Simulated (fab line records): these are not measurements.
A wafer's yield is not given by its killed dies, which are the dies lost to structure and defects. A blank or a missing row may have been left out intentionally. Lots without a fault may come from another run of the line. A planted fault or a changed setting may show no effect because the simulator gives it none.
Which tool did it? | flow gf180mcu | 12 lots with 36 wafers sampled at 6 steps, on a route of 602 steps

## WHAT THE GAUGES READ, wafer by wafer
GF_HV_LDD_TW_MEAS_38. Usual: for HV_LDD_3_TW the level is 1431 and the standard deviation is 10.
lot  | measured     | on            | HV_LDD_3_TW    | flag
L670 | day 11 15:12 | film_metro-02 | 1428 1431 1430 |
L671 | day 12 11:42 | film_metro-01 | 1446 1438 1442 |
L673 | day 12 18:56 | film_metro-03 | 1420 1418 1412 |
L675 | day 13 14:02 | film_metro-02 | 1440 1433 1431 |
L677 | day 14 04:17 | film_metro-02 | 1434 1435 1438 |
L678 | day 14 08:55 | film_metro-01 | 1424 1428 1433 |
L679 | day 14 21:49 | film_metro-01 | 1435 1432 1436 |
L680 | day 14 22:07 | film_metro-03 | 1423 1424 1431 |
L682 | day 15 11:52 | film_metro-03 | 1421 1427 1431 |
L683 | day 15 17:43 | film_metro-02 | 1540 1527 1540 | OFF
L689 | day 17 17:43 | film_metro-01 | 1534 1542 1550 | OFF
L693 | day 18 23:18 | film_metro-02 | 1546 1548 1541 | OFF

GF_HV_LDD_RS_MEAS_53: uses a four-point probe to measure. Usual: for HV_LDD_RS the level is 418.7 ohm/sq and the standard deviation is 0.91.
lot  | measured     | on            | HV_LDD_RS (ohm/sq) | flag
L670 | day 12 11:08 | film_metro-02 | 417.7 418.5 419.1  |
L671 | day 13 07:29 | film_metro-02 | 418.1 417.7 418.4  |
L673 | day 13 15:35 | film_metro-01 | 418.1 417.7 417.7  |
L675 | day 14 10:11 | film_metro-01 | 417.5 417.3 418.4  |
L677 | day 15 01:27 | film_metro-01 | 419.2 418.3 419.2  |
L678 | day 15 07:17 | film_metro-01 | 419.0 421.4 421.0  |
L679 | day 15 19:10 | film_metro-01 | 418.7 418.8 418.9  |
L680 | day 15 19:17 | film_metro-03 | 419.4 418.3 419.0  |
L682 | day 16 09:22 | film_metro-03 | 419.8 419.2 418.6  |
L683 | day 16 15:46 | film_metro-02 | 398.1 398.4 400.2  | OFF
L689 | day 18 17:24 | film_metro-01 | 400.2 399.7 400.3  | OFF
L693 | day 20 00:17 | film_metro-01 | 401.4 400.7 400.8  | OFF

GF_NSD_TW_MEAS_12. Usual: for NSD_TW the level is 4237 and the standard deviation is 32.
lot  | measured     | on            | NSD_TW         | flag
L670 | day 13 09:40 | film_metro-04 | 4225 4226 4239 |
L671 | day 14 07:36 | film_metro-02 | 4246 4268 4249 |
L673 | day 14 15:23 | film_metro-02 | 4232 4233 4239 |
L675 | day 15 10:57 | film_metro-02 | 4216 4188 4194 |
L677 | day 16 01:26 | film_metro-04 | 4216 4226 4215 |
L678 | day 16 08:16 | film_metro-02 | 4235 4232 4237 |
L679 | day 16 20:20 | film_metro-04 | 4180 4159 4189 |
L680 | day 16 22:11 | film_metro-04 | 4183 4218 4197 |
L682 | day 17 10:58 | film_metro-04 | 4211 4212 4218 |
L683 | day 17 17:23 | film_metro-04 | 4215 4217 4223 |
L689 | day 19 21:46 | film_metro-04 | 4196 4211 4208 |
L693 | day 21 02:42 | film_metro-01 | 4308 4311 4326 |

GF_PSD_RS_MEAS_15: uses a four-point probe to measure. Usual: for PSD_RS the level is 108.64 ohm/sq and the standard deviation is 0.28.
lot  | measured     | on            | PSD_RS (ohm/sq)      | flag
L670 | day 14 04:54 | film_metro-02 | 108.23 108.35 108.40 |
L671 | day 15 05:26 | film_metro-04 | 108.92 108.47 109.26 |
L673 | day 15 12:38 | film_metro-01 | 108.59 108.80 108.70 |
L675 | day 16 08:41 | film_metro-04 | 108.63 108.49 108.36 |
L677 | day 16 23:46 | film_metro-01 | 108.84 108.88 108.76 |
L678 | day 17 08:02 | film_metro-02 | 108.59 108.57 108.11 |
L679 | day 17 19:58 | film_metro-01 | 108.87 108.60 108.48 |
L680 | day 17 20:35 | film_metro-01 | 108.73 108.51 108.53 |
L682 | day 18 10:47 | film_metro-01 | 109.17 108.58 108.73 |
L683 | day 18 17:53 | film_metro-01 | 108.56 108.63 108.75 |
L689 | day 20 22:58 | film_metro-01 | 108.68 108.86 108.59 |
L693 | day 22 03:58 | film_metro-04 | 108.09 108.21 108.39 |

## WHAT TOOL EACH LOT RAN ON (gives the tool, then ch and the chambers of the sampled wafers, and finally the start)
lot  | GF_POLY_GATE_ETCH_13             | GF_HV_LDD_IMPLANT_35
L670 | rie_si-02 ch 0,1, day 9 04:46    | implanter-02 ch 0, day 11 14:49
L671 | rie_si-02 ch 0,2,3, day 10 01:24 | implanter-02 ch 0, day 12 11:19
L673 | rie_si-02 ch 0,2,3, day 10 09:04 | implanter-03 ch 0, day 12 18:34
L675 | rie_si-02 ch 0,1, day 10 23:58   | implanter-03 ch 0, day 13 13:39
L677 | rie_si-01 ch 1,3, day 11 14:58   | implanter-02 ch 0, day 14 03:53
L678 | rie_si-02 ch 2,3, day 11 17:43   | implanter-04 ch 0, day 14 08:31
L679 | rie_si-02 ch 1,2,3, day 12 06:16 | implanter-02 ch 0, day 14 21:25
L680 | rie_si-01 ch 1,2, day 12 06:19   | implanter-03 ch 0, day 14 21:43
L682 | rie_si-02 ch 0,2,3, day 12 20:22 | implanter-02 ch 0, day 15 11:28
L683 | rie_si-01 ch 0,2,3, day 13 00:01 | implanter-02 ch 0, day 15 17:00
L689 | rie_si-02 ch 0,1,3, day 14 20:58 | implanter-03 ch 0, day 17 17:02
L693 | rie_si-01 ch 0,2,3, day 15 23:10 | implanter-03 ch 0, day 18 22:35
- GF_POLY_GATE_ETCH_13: etches poly-Si in HBr/Cl2, stops on SiO2, target depth 198.5 nm, time 69.6 s.
- GF_HV_LDD_IMPLANT_35

## AS READ BY THE TOOLS THEMSELVES (means over the sampled wafers that have a number; for cases with no such wafer, the mark the record gives instead)
GF_POLY_GATE_ETCH_13. Usual: drypump_motor_current_A 5.7 A, standard deviation 0.66; oes_product_au 0.990 a.u., standard deviation 0.0087; throttle_valve_pct 33.685 %, standard deviation 0.0092.
lot  | tool      | drypump_motor_current_A (A) | oes_product_au (a.u.) | throttle_valve_pct (%) | flag
L670 | rie_si-02 | 5.1                         | 0.986                 | 33.669                 |
L671 | rie_si-02 | 6.0                         | 0.988                 | 33.687                 |
L673 | rie_si-02 | 6.0                         | 0.989                 | 33.686                 |
L675 | rie_si-02 | 5.2                         | 0.989                 | 33.680                 |
L677 | rie_si-01 | 5.7                         | 0.999                 | 33.696                 |
L678 | rie_si-02 | 6.4                         | 0.985                 | 33.688                 |
L679 | rie_si-02 | 6.0                         | 0.986                 | 33.673                 |
L680 | rie_si-01 | 5.2                         | 1.012                 | 33.683                 |
L682 | rie_si-02 | 6.0                         | 0.979                 | 33.685                 |
L683 | rie_si-01 | 5.5                         | 0.985                 | 33.682                 |
L689 | rie_si-02 | 5.5                         | 0.988                 | 33.686                 |
L693 | rie_si-01 | 5.5                         | 0.991                 | 33.684                 |

GF_HV_LDD_IMPLANT_35. Usual: beam_energy_keV 59.999, standard deviation 0.023; end_station_pressure_torr 5.01e-06 Torr, standard deviation 2.6e-07.
lot  | tool         | beam_energy_keV | end_station_pressure_torr (Torr) | flag
L670 | implanter-02 | 60.030          | 4.98e-06                         |
L671 | implanter-02 | 59.987          | 5.01e-06                         |
L673 | implanter-03 | 59.979          | 5.11e-06                         |
L675 | implanter-03 | 59.996          | 4.72e-06                         |
L677 | implanter-02 | 60.033          | 5.06e-06                         |
L678 | implanter-04 | 59.986          | 5.15e-06                         |
L679 | implanter-02 | 59.997          | 5.05e-06                         |
L680 | implanter-03 | 59.991          | 4.91e-06                         |
L682 | implanter-02 | 59.985          | 4.86e-06                         |
L683 | implanter-02 | 60.008          | 5.14e-06                         |
L689 | implanter-03 | 60.015          | 4.97e-06                         |
L693 | implanter-03 | 60.004          | 4.98e-06                         |

## THE ANSWER, worked out from the rows above alone
Rule: take the mean of a lot's wafers that have a number; if it is more than 3 standard deviations from the usual mean, the lot is off. A lot without any number at a reading at which 4 lots or more have one is off too. Where the step has rows for the other lots, those lots are counted as sound. First the gauges in route order, then the tools' own readings, where a lot's mean is used as printed above. At the first step where some lot is off, the reading lying furthest off is the one used; lots without a number count as furthest.
Off: L683, L689, L693, seen at GF_HV_LDD_TW_MEAS_38 (HV_LDD_3_TW).
A tool fits if, at a process step before that reading, it ran every lot that is off, and no sound lot after the first of them. The gauges at GF_HV_LDD_TW_MEAS_38 are tried like those tools. Of those tried, none fits.

## WHAT THE SIMULATOR HAD PUT IN
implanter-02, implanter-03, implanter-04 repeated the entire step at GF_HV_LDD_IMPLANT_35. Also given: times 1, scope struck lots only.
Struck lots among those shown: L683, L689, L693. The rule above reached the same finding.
